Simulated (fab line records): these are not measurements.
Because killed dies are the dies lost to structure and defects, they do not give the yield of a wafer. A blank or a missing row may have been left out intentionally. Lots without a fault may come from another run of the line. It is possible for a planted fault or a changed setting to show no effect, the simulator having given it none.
Which tool is to blame? / flow sky130 / Sampling: 7 lots, 21 wafers, 2 of 708 route steps

== WHAT THE GAUGES SHOWED, per wafer ==
SKY_LDD_P_TW_MEAS_11.
lot=L899; measured=day 19 08:08; on=filmMetro-01; LDD_P_TW=658 657 651
lot=L902; measured=day 21 06:58; on=filmMetro-02; LDD_P_TW=640 640 642
lot=L904; measured=day 21 17:49; on=filmMetro-01; LDD_P_TW=653 653 657
lot=L906; measured=day 22 05:19; on=filmMetro-01; LDD_P_TW=649 651 646
lot=L908; measured=day 23 11:07; on=filmMetro-03; LDD_P_TW=791 786 787
lot=L912; measured=day 24 08:42; on=filmMetro-03; LDD_P_TW=792 790 790
lot=L915; measured=day 25 06:45; on=filmMetro-03; LDD_P_TW=636 639 636

== WHAT TOOL EACH LOT RAN ON (gives the tool, then ch and the chambers of the sampled wafers, and finally the start) ==
lot=L899; SKY_LDD_P_IMPLANT_09=implanter-03 ch 0, day 19 07:54
lot=L902; SKY_LDD_P_IMPLANT_09=implanter-04 ch 0, day 21 06:45
lot=L904; SKY_LDD_P_IMPLANT_09=implanter-02 ch 0, day 21 17:34
lot=L906; SKY_LDD_P_IMPLANT_09=implanter-04 ch 0, day 22 05:04
lot=L908; SKY_LDD_P_IMPLANT_09=implanter-03 ch 0, day 23 10:34
lot=L912; SKY_LDD_P_IMPLANT_09=implanter-03 ch 0, day 24 08:08
lot=L915; SKY_LDD_P_IMPLANT_09=implanter-04 ch 0, day 25 06:30
- SKY_LDD_P_IMPLANT_09

== THE ANSWER, worked out from the rows above alone ==
Rule: the lots themselves supply what counts as usual. The widest of any qualifying gaps counts: lots, ordered by their means at a reading, are off when they make up no more than a third of the lots, leave a main group of 4 or more, and stand apart from it by 3 or more times the standard deviation of that group's means. A main group is skipped when, at the precision printed for the reading in the tables above, its means are all equal. A lot without any number at a reading at which 4 lots or more have one is off too. Where the step has rows for the other lots, those lots are counted as sound.
Off: at SKY_LDD_P_TW_MEAS_11 (LDD_P_TW), L908, L912. For the main group the mean is 647 and the standard deviation 7.3.
A tool fits if, at a process step before that reading, it ran every lot that is off, and no sound lot after the first of them. The gauges at SKY_LDD_P_TW_MEAS_11 are tried like those tools. One fits: implanter-03 at SKY_LDD_P_IMPLANT_09. Its last sound lot is L899 (day 19 07:54), its first lot that is off L908 (day 23 10:34): a fault that began between those two fits.

== WHAT THE SIMULATOR HAD PUT IN ==
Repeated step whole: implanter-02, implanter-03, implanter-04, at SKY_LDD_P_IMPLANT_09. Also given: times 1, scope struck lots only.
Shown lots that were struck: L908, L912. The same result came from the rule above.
